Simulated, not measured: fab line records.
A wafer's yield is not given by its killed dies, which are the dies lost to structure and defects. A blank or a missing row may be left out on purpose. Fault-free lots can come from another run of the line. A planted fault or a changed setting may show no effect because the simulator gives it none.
The tool behind it: which one? || flow sky130 || 11 lots, 33 wafers sampled, at 2 steps of a route of 708

## WHAT THE GAUGES SHOWED, per wafer
SKY_NWELL_TW_MEAS_15.
{"lot": "L341", "measured": "day 4 15:52", "on": "filmMetro-01", "NWELL_TW": "1788 1803 1789"}
{"lot": "L342", "measured": "day 4 21:06", "on": "filmMetro-02", "NWELL_TW": "1780 1788 1783"}
{"lot": "L343", "measured": "day 5 04:20", "on": "filmMetro-04", "NWELL_TW": "1842 1856 1846"}
{"lot": "L344", "measured": "day 5 11:56", "on": "filmMetro-04", "NWELL_TW": "1851 1848 1859"}
{"lot": "L345", "measured": "day 5 19:33", "on": "filmMetro-02", "NWELL_TW": "1788 1782 1783"}
{"lot": "L348", "measured": "day 6 06:23", "on": "filmMetro-02", "NWELL_TW": "1775 1781 1788"}
{"lot": "L350", "measured": "day 7 00:40", "on": "filmMetro-02", "NWELL_TW": "1783 1771 1763"}
{"lot": "L351", "measured": "day 7 04:11", "on": "filmMetro-04", "NWELL_TW": "2313 2302 2312"}
{"lot": "L354", "measured": "day 7 18:40", "on": "filmMetro-02", "NWELL_TW": "2215 2206 2200"}
{"lot": "L355", "measured": "day 7 23:02", "on": "filmMetro-01", "NWELL_TW": "1807 1803 1806"}
{"lot": "L363", "measured": "day 9 22:52", "on": "filmMetro-04", "NWELL_TW": "1854 1856 1845"}

## EACH LOT AND THE TOOL THAT RAN IT (in order: tool; ch and the chambers of the sampled wafers; start)
{"lot": "L341", "SKY_NWELL_IMPLANT_11": "implanter-02 ch 0, day 4 15:19"}
{"lot": "L342", "SKY_NWELL_IMPLANT_11": "implanter-04 ch 0, day 4 20:34"}
{"lot": "L343", "SKY_NWELL_IMPLANT_11": "implanter-04 ch 0, day 5 03:47"}
{"lot": "L344", "SKY_NWELL_IMPLANT_11": "implanter-04 ch 0, day 5 11:23"}
{"lot": "L345", "SKY_NWELL_IMPLANT_11": "implanter-04 ch 0, day 5 19:01"}
{"lot": "L348", "SKY_NWELL_IMPLANT_11": "implanter-01 ch 0, day 6 05:52"}
{"lot": "L350", "SKY_NWELL_IMPLANT_11": "implanter-04 ch 0, day 7 00:07"}
{"lot": "L351", "SKY_NWELL_IMPLANT_11": "implanter-01 ch 0, day 7 03:19"}
{"lot": "L354", "SKY_NWELL_IMPLANT_11": "implanter-02 ch 0, day 7 17:43"}
{"lot": "L355", "SKY_NWELL_IMPLANT_11": "implanter-02 ch 0, day 7 22:29"}
{"lot": "L363", "SKY_NWELL_IMPLANT_11": "implanter-01 ch 0, day 9 22:19"}
- SKY_NWELL_IMPLANT_11

## THE ANSWER, worked out from the rows above alone
Rule: what is usual is taken from the lots themselves. The widest of any qualifying gaps counts: lots, ordered by their means at a reading, are off when they make up no more than a third of the lots, leave a main group of 4 or more, and stand apart from it by 3 or more times the standard deviation of that group's means. The tables above print the reading to a certain number of digits; a main group whose means all agree to those digits is not used. A lot without any number at a reading at which 4 lots or more have one is off too. All remaining lots with rows at the step are treated as sound.
Off: L351, L354, at SKY_NWELL_TW_MEAS_15 (NWELL_TW). Main group: mean 1808, sd 31.
If a tool, at a process step before that reading, ran all the lots that are off and no sound lot after the first of them, it fits. The gauges at SKY_NWELL_TW_MEAS_15 are tried like those tools. No candidate that was tried fits.

## WHAT HAD BEEN PUT IN BY THE SIMULATOR
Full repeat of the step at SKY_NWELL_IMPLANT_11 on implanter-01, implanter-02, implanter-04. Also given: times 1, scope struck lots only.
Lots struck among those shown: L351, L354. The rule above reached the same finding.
